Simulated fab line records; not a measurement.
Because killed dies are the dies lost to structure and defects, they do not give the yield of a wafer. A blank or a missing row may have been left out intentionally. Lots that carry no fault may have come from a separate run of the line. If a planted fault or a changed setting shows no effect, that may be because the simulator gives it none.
Which tool is to blame? :: flow sky130 :: 21 wafers from 7 lots sampled at 4 of the route's 708 steps

## WHAT THE GAUGES SHOWED, per wafer
SKY_LDD_LDN_TW_MEAS_13.
lot: L810
measured: day 23 18:19
on: filmMetro-02
LDD_LDN_TW: 1478 1480 1481

lot: L812
measured: day 25 22:04
on: filmMetro-04
LDD_LDN_TW: 1484 1484 1488

lot: L813
measured: day 26 07:19
on: filmMetro-01
LDD_LDN_TW: 1496 1485 1487

lot: L817
measured: day 27 02:20
on: filmMetro-04
LDD_LDN_TW: 1501 1498 1502

lot: L821
measured: day 27 20:52
on: filmMetro-02
LDD_LDN_TW: 1404 1396 1396

lot: L825
measured: day 29 07:13
on: filmMetro-01
LDD_LDN_TW: 1498 1506 1502

lot: L827
measured: day 29 15:52
on: filmMetro-01
LDD_LDN_TW: 1499 1497 1496

## WHICH TOOL RAN EACH LOT (tool, then ch and the chambers of the sampled wafers, then the start)
lot: L810
SKY_POLY_GATE_STRIP_18: plasmaAsher-02 ch 0,1, day 17 04:53
SKY_LDD_HVN_STRIP_09: plasmaAsher-03 ch 0,1, day 21 04:55
SKY_LDD_LDN_IMPLANT_11: implanter-02 ch 0, day 23 18:05

lot: L812
SKY_POLY_GATE_STRIP_18: plasmaAsher-04 ch 0,1, day 19 10:53
SKY_LDD_HVN_STRIP_09: plasmaAsher-02 ch 0,1, day 23 10:10
SKY_LDD_LDN_IMPLANT_11: implanter-01 ch 0, day 25 21:50

lot: L813
SKY_POLY_GATE_STRIP_18: plasmaAsher-02 ch 1, day 19 20:31
SKY_LDD_HVN_STRIP_09: plasmaAsher-01 ch 1, day 23 19:31
SKY_LDD_LDN_IMPLANT_11: implanter-02 ch 0, day 26 07:05

lot: L817
SKY_POLY_GATE_STRIP_18: plasmaAsher-04 ch 0,1, day 20 14:11
SKY_LDD_HVN_STRIP_09: plasmaAsher-03 ch 0,1, day 24 13:01
SKY_LDD_LDN_IMPLANT_11: implanter-02 ch 0, day 27 02:05

lot: L821
SKY_POLY_GATE_STRIP_18: plasmaAsher-04 ch 0, day 21 10:07
SKY_LDD_HVN_STRIP_09: plasmaAsher-01 ch 0,1, day 25 10:34
SKY_LDD_LDN_IMPLANT_11: implanter-02 ch 0, day 27 20:38

lot: L825
SKY_POLY_GATE_STRIP_18: plasmaAsher-02 ch 0,1, day 22 23:50
SKY_LDD_HVN_STRIP_09: plasmaAsher-01 ch 0,1, day 26 19:46
SKY_LDD_LDN_IMPLANT_11: implanter-04 ch 0, day 29 06:58

lot: L827
SKY_POLY_GATE_STRIP_18: plasmaAsher-04 ch 0,1, day 23 11:50
SKY_LDD_HVN_STRIP_09: plasmaAsher-01 ch 0,1, day 27 06:19
SKY_LDD_LDN_IMPLANT_11: implanter-04 ch 0, day 29 15:37
- SKY_POLY_GATE_STRIP_18: strips in O2/N2.
- SKY_LDD_HVN_STRIP_09: strips in O2/N2.
- SKY_LDD_LDN_IMPLANT_11

## THE ANSWER, worked out from the rows above alone
Rule: usual is defined by the lots themselves. Put in order of their means at a reading, lots are off if they are a third of the lots or fewer, leave a main group of 4 or more, and stand apart from it by a gap of 3 or more times the standard deviation of the main group's means; of several such gaps the widest counts. A main group is skipped when, at the precision printed for the reading in the tables above, its means are all equal. A lot without any number at a reading at which 4 lots or more have one is off too. Any other lot the step has rows for is counted as sound.
Off: at SKY_LDD_LDN_TW_MEAS_13 (LDD_LDN_TW), L821. The main group: mean 1492, standard deviation 8.2.
A tool fits if, at a process step before that reading, it ran every lot that is off, and no sound lot after the first of them. The gauges at SKY_LDD_LDN_TW_MEAS_13 are tried like those tools. This does not decide it: 2 tools fit, namely implanter-02 at SKY_LDD_LDN_IMPLANT_11 and filmMetro-02 at SKY_LDD_LDN_TW_MEAS_13.

## WHAT THE SIMULATOR HAD PUT IN
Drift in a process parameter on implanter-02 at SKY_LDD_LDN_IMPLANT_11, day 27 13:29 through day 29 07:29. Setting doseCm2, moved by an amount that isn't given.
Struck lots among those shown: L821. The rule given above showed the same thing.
